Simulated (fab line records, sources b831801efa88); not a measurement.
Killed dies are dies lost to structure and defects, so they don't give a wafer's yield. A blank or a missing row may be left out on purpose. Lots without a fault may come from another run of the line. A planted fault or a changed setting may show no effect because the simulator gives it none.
fab line records | flow gf180mcu
record lots=6 wafers=18 last_day=33
route steps=602 shown V3@446 M4@456 PASSIVATION@602
lots that met no fault: from a run of the same line without faults
start_h: hours from the record's first day to the start of the lot's first wafer shown | wait_h: hours since the lot's step before | " the same as in the row above | L1.1+2: a row that stands for several wafers | - no value, or no start given | * or withheld: withheld | < > ~ a bound
route shown NAME@n: a module of which the file shows steps, and the number in the route of the first | usual: mean/standard deviation of fault-free wafers | same: alike in all rows | chamber/n: place in a boat | sites: the reading at each site | _std_site: their standard deviation | _edge_site: outer sites' mean less inner sites' | radius_mm: how far each site lies from the wafer's centre | mask NAME#n: copy n | behind: the tool/chamber that last shaped the wafer | hold: why the lot was held/for how many hours/how that ended | device: the transistor (n, p or np) that didn't switch | end of line: the same wafers' tests at the end of the route | a step without rows: its recipe alone | killed: dies lost to structure and defects at the first sort, not the wafer's yield | map: a wafer's dies, x killed, . not, _ none there
set.NAME: the setting as run; set.NAME@STEP: as run at that earlier step | model.NAME: the simulator's own value behind a step, which no gauge read
lots at some steps of the route; a table a step, a row a wafer
services: from which hour (start_h, from the record's first day; less than 0 if before it) a tool's chamber was out of use, for how many hours, and why
## steps
# step GF_V3_ETCH_17
# recipe chemistry=C4F8/O2/Ar mask_material=KrF target=SiO2 stop_on=TiN source_w=1500 bias_w=1200 pressure_mtorr=40 c4f8_flow_sccm=withheld O2_flow_sccm=6 Ar_flow_sccm=300 time_s=withheld target_depth_a=6350
# usual bias_w=1201/3.7 oes_product_au=0.855/0.0048 rf_fwd_power_W=1493/5.2
# columns lot.wafer tool chamber start_h wait_h bias_w oes_product_au rf_fwd_power_W
L288.1 rie_diel-04 3 - - 1200 0.857 1489
L288.3 " 0 " " 1198 0.848 1492
L288.5 " 3 " " 1200 0.863 1487
L290.1 rie_diel-03 0 - - 1203 0.858 1492
L290.2 " 1 " " 1199 0.850 1495
L290.3 " 2 " " 1204 0.845 1503
L303.1 rie_diel-03 1 - - 1201 0.856 1498
L303.4 " 3 " " 1202 0.858 1493
L303.6 " 3 " " 1204 0.858 1501
L305.3 rie_diel-04 2 - - 1204 0.853 1495
L305.4 " 3 " " 1193 0.853 1492
L305.5 " 0 " " 1204 0.861 1492
L304.3 rie_diel-03 0 - - 1201 0.859 1490
L304.5 " 1 " " 1204 0.856 1485
L304.6 " 0 " " 1200 0.855 1493
L307.1 rie_diel-03 2 - - 1198 0.861 1494
L307.5 " 1 " " 1198 0.849 1497
L307.6 " 2 " " 1202 0.855 1497
# step GF_V3_STRIP_18
# recipe chemistry=O2/N2 power_w=1400 pressure_mtorr=1500 platen_temp_c=250 o2_flow_sccm=3000 n2_flow_sccm=300 overash_fraction=0.5
# usual drypump_motor_current_A=6.0/0.5 heater_power_w=319/18 oes_product_au=0.593/0.0047
# columns lot.wafer tool chamber start_h wait_h drypump_motor_current_A heater_power_w oes_product_au rf_hours_counter_h
L288.1 plasma_asher-02 1 510.13 - 6.5 296 0.592 88
L288.3 " 0 " " 5.7 313 0.582 -
L288.5 " 0 " " 5.7 302 0.591 -
L290.1 plasma_asher-02 0 533.92 - 5.7 313 0.587 91
L290.2 " 1 " " 6.5 310 0.591 91
L290.3 " 1 " " 6.5 310 0.588 -
L303.1 plasma_asher-03 0 648.68 - 5.8 310 0.593 88
L303.4 " 1 " " 6.8 354 0.596 -
L303.6 " 1 " " 6.7 353 0.597 -
L305.3 plasma_asher-02 1 653.51 - 6.5 311 0.589 -
L305.4 " 0 " " 5.7 304 0.593 -
L305.5 " 1 " " 6.5 310 0.592 -
L304.3 plasma_asher-03 1 654.76 - 6.8 362 0.591 -
L304.5 " 0 " " 5.7 318 0.587 -
L304.6 " 1 " " 6.8 353 0.590 -
L307.1 plasma_asher-03 1 671.22 - 6.7 350 0.593 90
L307.5 " 0 " " 5.8 315 0.591 -
L307.6 " 1 " " 6.8 354 0.595 -
# step GF_V3_STRIP_19
# recipe chemistry=post_etch_residue_remover time_s=1200 temp_c=72.5
# step GF_V3_CLEAN_20
# recipe chemistry=DIW dry=n2_spin
# step GF_V3_SPUTTER_21
# recipe material=Ti target_thk_nm=15 chamber_pressure_pa=5 power_w=2500 substrate_temp_c=200 time_s=80.02
# step GF_V3_SPUTTER_22
# recipe material=TiN target_thk_nm=10 chamber_pressure_pa=5 power_w=4000 time_s=40
# step GF_V3_CVD_23
# recipe material=W target_thk_nm=350 time_s=104.9 temp_c=400 pressure_torr=40
# usual heater_power_w=894/87
# same time_s=104.9
# columns lot.wafer tool chamber start_h wait_h heater_power_w
L288.1 cvd_w-02 0 510.77 0.0 941
L288.3 " 0 " " 891
L288.5 " 0 " " 932
L290.1 cvd_w-01 0 534.56 0.0 793
L290.2 " 1 " " 839
L290.3 " 0 " " 801
L303.1 cvd_w-01 0 649.35 0.0 792
L303.4 " 0 " " 804
L303.6 " 0 " " 790
L305.3 cvd_w-01 0 654.21 0.1 794
L305.4 " 0 " " 812
L305.5 " 0 " " 811
L304.3 cvd_w-02 0 655.42 0.1 886
L304.5 " 1 " " 1044
L304.6 " 0 " " 911
L307.1 cvd_w-02 0 671.86 0.0 919
L307.5 " 1 " " 1028
L307.6 " 0 " " 925
# step GF_V3_RS_MEAS_24
# recipe thk_meas_gauge=four-point-probe reads=W_of_V3_CVD_23+TiN_of_V3_SPUTTER_22+Ti_of_V3_SPUTTER_21
# usual V3_W_RS=0.327/0.0036
# columns lot.wafer tool chamber start_h wait_h V3_W_RS[ohm/sq]
L288.1 film_metro-04 - 510.88 0.1 0.329
L288.3 " - " " 0.325
L288.5 " - " " 0.326
L290.1 film_metro-01 - 534.67 0.1 0.329
L290.2 " - " " 0.331
L290.3 " - " " 0.335
L303.1 film_metro-04 - 649.57 0.2 0.328
L303.4 " - " " 0.329
L303.6 " - " " 0.330
L305.3 film_metro-01 - 654.40 0.2 0.329
L305.4 " - " " 0.329
L305.5 " - " " 0.330
L304.3 film_metro-01 - 655.54 0.1 0.324
L304.5 " - " " 0.320
L304.6 " - " " 0.319
L307.1 film_metro-01 - 671.98 0.1 0.320
L307.5 " - " " 0.328
L307.6 " - " " 0.325
# step GF_V3_THK_MEAS_25
# recipe thk_meas_gauge=xrf reads=W_of_V3_CVD_23
# usual V3_W_THK=351/4.4
# columns lot.wafer tool chamber start_h wait_h V3_W_THK[nm]
L288.1 film_metro-04 - 511.00 0.1 350
L288.3 " - " " 355
L288.5 " - " " 355
L290.1 film_metro-01 - 534.79 0.1 352
L290.2 " - " " 350
L290.3 " - " " 342
L303.1 film_metro-04 - 649.69 0.1 350
L303.4 " - " " 349
L303.6 " - " " 348
L305.3 film_metro-01 - 654.50 0.1 354
L305.4 " - " " 349
L305.5 " - " " 352
L304.3 film_metro-01 - 655.64 0.1 359
L304.5 " - " " 361
L304.6 " - " " 365
L307.1 film_metro-01 - 672.10 0.1 357
L307.5 " - " " 352
L307.6 " - " " 352
# step GF_V3_CMP_26
# recipe stop_on=SiO2 down_force_psi=3.5 platen_rpm=60 t_overpolish_s=15.76 target_thk_nm=0 pad_velocity_m_s=0.94248
# step GF_M4_SPUTTER_00
# recipe material=Ti target_thk_nm=37.5 arriving_ion_energy_ev=80 substrate_temp_c=200 chamber_pressure_pa=2 power_w=4000 time_s=150
# usual substrate_temp_c=200.00/0.15 throttle_valve_pct=30.6/0.77
# same time_s=150
# columns lot.wafer tool chamber start_h wait_h substrate_temp_c throttle_valve_pct
L288.1 pvd_sputter-03 - 511.36 0.1 199.92 30.6
L288.3 " - " " 200.20 30.4
L288.5 " - " " 200.42 30.5
L290.1 pvd_sputter-04 - 535.15 0.2 200.17 30.9
L290.2 " - " " 199.99 29.5
L290.3 " - " " 199.93 30.3
L303.1 pvd_sputter-01 - 650.05 0.2 200.07 30.9
L303.4 " - " " 200.20 29.6
L303.6 " - " " 200.14 31.2
L305.3 pvd_sputter-04 - 654.84 0.1 199.87 31.5
L305.4 " - " " 200.18 29.7
L305.5 " - " " 199.87 31.6
L304.3 pvd_sputter-04 - 655.98 0.1 200.08 30.5
L304.5 " - " " 200.01 29.7
L304.6 " - " " 200.08 31.1
L307.1 pvd_sputter-01 - 672.65 0.1 199.86 31.0
L307.5 " - " " 199.79 31.3
L307.6 " - " " 200.15 31.1
# step GF_M4_SPUTTER_01
# recipe material=TiN target_thk_nm=30 power_w=6500 time_s=25 chamber_pressure_pa=0.4
# step GF_M4_SPUTTER_02
# recipe material=AlCu target_thk_nm=450 power_w=10600 time_s=23.9 chamber_pressure_pa=0.4
# usual throttle_valve_pct=30.7/0.78
# columns lot.wafer tool chamber start_h wait_h throttle_valve_pct model.AlCu_of_M4_SPUTTER_02.thk_nm
L288.1 pvd_sputter-03 - 511.49 0.0 30.7 454.6
L288.3 " - " " 30.5 459.2
L288.5 " - " " 30.7 455.6
L290.1 pvd_sputter-04 - 535.28 0.0 31.1 455.5
L290.2 " - " " 29.4 462.2
L290.3 " - " " 30.4 456.6
L303.1 pvd_sputter-01 - 650.18 0.0 30.9 451.8
L303.4 " - " " 29.8 446.2
L303.6 " - " " 31.4 448.1
L305.3 pvd_sputter-04 - 654.97 0.0 31.8 495
L305.4 " - " " 29.4 498.6
L305.5 " - " " 31.8 493.1
L304.3 pvd_sputter-04 - 656.11 0.0 30.4 494.9
L304.5 " - " " 29.4 495.9
L304.6 " - " " 31.1 488.8
L307.1 pvd_sputter-01 - 672.78 0.0 31.0 448.5
L307.5 " - " " 31.3 444.8
L307.6 " - " " 30.9 446
# step GF_M4_SPUTTER_03
# recipe material=Ti target_thk_nm=10 substrate_temp_c=300 chamber_pressure_pa=0.3 power_w=3000 time_s=6.7
# step GF_M4_SPUTTER_04
# recipe material=TiN target_thk_nm=50 power_w=6500 time_s=41.7 chamber_pressure_pa=0.4
# usual throttle_valve_pct=30.7/0.77
# same time_s=41.7
# columns lot.wafer tool chamber start_h wait_h throttle_valve_pct
L288.1 pvd_sputter-03 - 511.54 0.0 30.4
L288.3 " - " " 30.5
L288.5 " - " " 30.4
L290.1 pvd_sputter-04 - 535.33 0.0 30.7
L290.2 " - " " 29.6
L290.3 " - " " 30.2
L303.1 pvd_sputter-01 - 650.23 0.0 31.1
L303.4 " - " " 29.5
L303.6 " - " " 31.3
L305.3 pvd_sputter-04 - 655.02 0.0 31.6
L305.4 " - " " 29.7
L305.5 " - " " 31.7
L304.3 pvd_sputter-04 - 656.16 0.0 30.4
L304.5 " - " " 29.5
L304.6 " - " " 31.1
L307.1 pvd_sputter-01 - 672.83 0.0 31.2
L307.5 " - " " 31.5
L307.6 " - " " 30.9
# step GF_M4_RS_MEAS_05
# recipe thk_meas_gauge=four-point-probe reads=TiN_of_M4_SPUTTER_04+Ti_of_M4_SPUTTER_03+AlCu_of_M4_SPUTTER_02+TiN_of_M4_SPUTTER_01+Ti_of_M4_SPUTTER_00
# usual M4_ALCU_RS=0.0696/0.00084
# columns lot.wafer tool chamber start_h wait_h M4_ALCU_RS[ohm/sq]
L288.1 film_metro-02 - 511.58 0.0 0.0690
L288.3 " - " " 0.0681
L288.5 " - " " 0.0687
L290.1 film_metro-03 - 535.37 0.0 0.0688
L290.2 " - " " 0.0678
L290.3 " - " " 0.0685
L303.1 film_metro-02 - 650.27 0.0 0.0694
L303.4 " - " " 0.0703
L303.6 " - " " 0.0699
L305.3 film_metro-03 - 655.10 0.1 0.0634
L305.4 " - " " 0.0628
L305.5 " - " " 0.0635
L304.3 film_metro-04 - 656.24 0.1 0.0632
L304.5 " - " " 0.0629
L304.6 " - " " 0.0640
L307.1 film_metro-03 - 672.87 0.0 0.0699
L307.5 " - " " 0.0704
L307.6 " - " " 0.0703
# step GF_M4_THK_MEAS_06
# recipe thk_meas_gauge=xrf reads=AlCu_of_M4_SPUTTER_02
# usual M4_ALCU_THK=451/5.8
# columns lot.wafer tool chamber start_h wait_h M4_ALCU_THK[nm]
L288.1 film_metro-02 - 511.70 0.1 452
L288.3 " - " " 459
L288.5 " - " " 455
L290.1 film_metro-03 - 535.49 0.1 457
L290.2 " - " " 466
L290.3 " - " " 458
L303.1 film_metro-02 - 650.39 0.1 451
L303.4 " - " " 446
L303.6 " - " " 446
L305.3 film_metro-03 - 655.20 0.1 496
L305.4 " - " " 501
L305.5 " - " " 494
L304.3 film_metro-04 - 656.34 0.1 498
L304.5 " - " " 498
L304.6 " - " " 491
L307.1 film_metro-03 - 672.99 0.1 451
L307.5 " - " " 450
L307.6 " - " " 449
# step GF_M4_DEHYDRATE_07
# recipe temp_c=200 time_s=60
# step GF_PASSIVATION_PROBE_99
# columns lot.wafer tool chamber start_h wait_h model.etest.nwell.line_ohm_um model.etest.nwell.rs_ohm_sq model.etest.pldd_6p0.line_ohm_um model.etest.nwell.rs_ohm_sq_range model.etest.pwell_in_dnwell.line_ohm_um model.etest.ldpmos_10p0.r_on_ohm_um model.etest.pmos_6p0.r_on_ohm_um model.etest.pldd_6p0.rs_ohm_sq
L288.1 prober-01 - 669.03 0.1 1328 1130 6536 22.76 4069 1.129e+04 6408 1953
L288.3 prober-01 - 669.13 0.2 1259 1085 6521 24.25 3878 1.129e+04 6473 1959
L288.5 prober-01 - 669.23 0.2 1273 1084 6568 26.95 3887 1.118e+04 6400 1962
L290.1 prober-01 - 690.20 0.1 1225 1037 6443 22.24 4054 1.094e+04 6323 1952
L290.2 prober-01 - 690.25 0.1 1235 1057 6762 21.5 4076 1.106e+04 6332 1949
L290.3 prober-01 - 690.30 0.2 1230 1053 6475 25.41 4105 1.097e+04 6376 1969
L303.1 prober-02 - 787.17 0.1 1168 1007 6571 13.55 4577 1.124e+04 6447 1941
L303.4 prober-02 - 787.32 0.2 1140 992.7 6444 19.62 4308 1.123e+04 6503 1948
L303.6 prober-02 - 787.42 0.2 1157 996.4 6433 30.07 4383 1.115e+04 6434 1945
L305.3 prober-01 - 790.37 0.2 3.886e+04 2.294e+04 7584 529.1 3597 1.171e+04 6960 2283
L305.4 prober-01 - 790.42 0.2 5.397e+04 3.309e+04 7572 694.9 3687 1.178e+04 6870 2279
L305.5 prober-01 - 790.47 0.2 6.86e+04 4.174e+04 7620 1295 3844 1.186e+04 6936 2246
L304.3 prober-02 - 791.87 0.2 1194 1037 6550 27.23 4140 1.099e+04 6191 1929
L304.5 prober-02 - 791.97 0.2 1183 1025 6517 28.39 4097 1.096e+04 6276 1944
L304.6 prober-02 - 792.02 0.2 1195 1017 6509 20.19 4122 1.104e+04 6324 1955
L307.1 prober-01 - 800.77 0.1 1279 1094 6523 35.24 4395 1.1e+04 6300 1971
L307.5 prober-01 - 800.97 0.2 1361 1163 6582 23.96 4733 1.108e+04 6280 1978
L307.6 prober-01 - 801.02 0.2 1251 1078 6518 19.81 4371 1.115e+04 6481 1963
# killed by level:class
L288.1 V1:geometric_particle:open=6 V4:geometric_particle:short=6 V4:geometric_particle:open=6 V2:geometric_particle:open=5 M1:geometric_particle:short=4 CONTACT:geometric_particle:open=3 V5:geometric_particle:open=3 M4:geometric_particle:short=3
L288.3 STI:geometric_particle:open=6 CONTACT:geometric_particle:open=5 V1:geometric_particle:open=4 V3:geometric_particle:open=4 M1:geometric_particle:short=3 M3:geometric_particle:short=3 V1:geometric_particle:short=2 V5:geometric_particle:short=2
L288.5 V2:geometric_particle:open=4 STI:geometric_particle:short=3 SALICIDE:geometric_particle:short=3 M1:geometric_particle:short=3 V3:geometric_particle:open=3 V5:geometric_particle:open=3 V4:geometric_particle:open=2 CONTACT:geometric_particle:open=2
L290.1 CONTACT:geometric_particle:open=5 V3:geometric_particle:open=4 STI:geometric_particle:short=3 CONTACT:geometric_particle:short=3 V2:geometric_particle:open=3 M4:geometric_particle:short=3 V4:geometric_particle:open=3 M1:geometric_particle:open=2
L290.2 V3:geometric_particle:open=10 V4:geometric_particle:open=6 CONTACT:geometric_particle:open=6 V2:geometric_particle:open=6 V5:geometric_particle:open=6 CONTACT:geometric_particle:short=4 V1:geometric_particle:open=3 V3:geometric_particle:short=3
L290.3 CONTACT:geometric_particle:open=6 M5:geometric_particle:short=5 V1:geometric_particle:open=5 STI:geometric_particle:short=4 V1:geometric_particle:short=4 M4:geometric_particle:short=4 V4:geometric_particle:open=4 CONTACT:geometric_particle:short=3
L303.1 V1:geometric_particle:open=4 V1:geometric_particle:short=3 V3:geometric_particle:open=3 STI:geometric_particle:short=2 V2:geometric_particle:short=2 V2:geometric_particle:open=2 V5:geometric_particle:short=2 STI:geometric_particle:open=1
L303.4 V4:geometric_particle:open=6 CONTACT:geometric_particle:open=5 V3:geometric_particle:open=5 V2:geometric_particle:open=5 V1:geometric_particle:short=3 M2:geometric_particle:short=3 V2:geometric_particle:short=3 M3:geometric_particle:short=3
L303.6 V5:geometric_particle:short=5 STI:geometric_particle:open=4 CONTACT:geometric_particle:short=4 V3:geometric_particle:open=4 V4:geometric_particle:open=4 CONTACT:geometric_particle:open=3 V2:geometric_particle:open=3 V2:geometric_particle:short=3
L304.3 CONTACT:geometric_particle:open=4 CONTACT:geometric_particle:short=4 V2:geometric_particle:open=4 V3:geometric_particle:open=4 STI:geometric_particle:short=3 V4:geometric_particle:open=3 SALICIDE:geometric_particle:open=2 M1:geometric_particle:short=2
L304.5 V2:geometric_particle:short=4 V3:geometric_particle:open=3 M1:geometric_particle:short=3 V3:geometric_particle:short=3 V4:geometric_particle:short=3 V4:geometric_particle:open=3 V5:geometric_particle:open=3 POLY_GATE:geometric_particle:open=2
L304.6 CONTACT:geometric_particle:open=7 STI:geometric_particle:short=6 V4:geometric_particle:open=5 STI:geometric_particle:open=4 V3:geometric_particle:open=4 V4:geometric_particle:short=4 POLY_GATE:geometric_particle:short=3 M1:geometric_particle:short=3
L307.1 CONTACT:geometric_particle:open=10 V4:geometric_particle:open=6 STI:geometric_particle:open=4 V2:geometric_particle:open=4 M4:geometric_particle:short=4 V5:geometric_particle:open=4 POLY_GATE:geometric_particle:open=3 CONTACT:geometric_particle:short=3
L307.5 V5:geometric_particle:open=5 V1:geometric_particle:open=4 M2:geometric_particle:short=4 V2:geometric_particle:open=4 CONTACT:geometric_particle:open=3 M3:geometric_particle:short=3 V3:geometric_particle:open=3 STI:geometric_particle:short=2
L307.6 V2:geometric_particle:open=6 V4:geometric_particle:open=6 V1:geometric_particle:open=4 POLY_GATE:geometric_particle:short=3 CONTACT:geometric_particle:open=3 M3:geometric_particle:short=3 V5:geometric_particle:open=3 STI:geometric_particle:open=2
## services
# columns tool chamber start_h hours kind
rie_diel-04 1 488.06 6.9 repair
cvd_w-02 1 490.12 5.2 repair
pvd_sputter-03 0 499.41 - consumable_replace:kit
pvd_sputter-03 0 499.41 18.0 scheduled_down
cvd_w-01 1 515.69 6.1 repair
pvd_sputter-04 - 515.84 4.2 repair
pvd_sputter-01 2 518.22 - consumable_replace:kit
pvd_sputter-01 2 518.22 18.0 scheduled_down
pvd_sputter-01 2 518.22 18.0 vent_cycle
rie_diel-04 - 549.99 15.6 pm
pvd_sputter-04 2 561.98 - consumable_replace:kit
pvd_sputter-04 2 561.98 18.0 scheduled_down
pvd_sputter-04 2 561.98 18.0 vent_cycle
pvd_sputter-03 - 562.72 4.9 repair
plasma_asher-03 - 570.88 0.4 repair
pvd_sputter-04 - 574.91 3.3 repair
rie_diel-03 2 582.14 4.1 repair
pvd_sputter-01 - 584.11 3.1 repair
pvd_sputter-04 - 598.76 6.2 repair
cvd_w-02 - 609.59 6.0 pm
pvd_sputter-01 - 635.58 1.7 repair
rie_diel-04 1 637.46 6.6 repair
cvd_w-01 1 645.90 13.1 repair
rie_diel-03 - 650.84 2.8 pm
## key
first_sign step=GF_M4_RS_MEAS_05 reading=M4_ALCU_RS direction=down sigmas=7.5 usual=0.0696 struck=0.0633
effect step=GF_M4_THK_MEAS_06 reading=M4_ALCU_THK direction=up sigmas=7.7 usual=451 struck=496
model_effect step=GF_M4_SPUTTER_02 value=AlCu_of_M4_SPUTTER_02.thk_nm without=453.3 struck=494.4
model_effect step=GF_PASSIVATION_PROBE_99 value=etest.nwell.line_ohm_um without=1187 struck=2.75e+04
met_at GF_M4_SPUTTER_02
struck_wafers L304.3,L304.5,L304.6,L305.3,L305.4,L305.5
sort_left_out L305.3,L305.4,L305.5
tester_left_out L305
onset_between 535.28 654.97
also_fits GF_M4_SPUTTER_00:pvd_sputter-04,GF_M4_SPUTTER_04:pvd_sputter-04
earlier_fault kind=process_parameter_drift tool=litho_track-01 chamber=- onset_h=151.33 steps=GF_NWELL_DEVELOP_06 channel=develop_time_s offset=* shape=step end_h=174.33 acts_in=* stated=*
fault kind=process_parameter_drift tool=pvd_sputter-04 chamber=- onset_h=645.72 steps=GF_M4_SPUTTER_02 channel=time_s offset=* shape=step acts_in=* stated=*
# tester_left_out: of these lots the tester's yield and bins aren't shown, on N5 and GAA mostly nor the transistor test; their killed dies are dies lost to structure and defects alone, not to doping, threshold or leakage, so they don't give the yield
# sort_left_out: the simulated sort isn't trusted on such a fault, so these wafers' sort isn't shown, and their yield isn't known
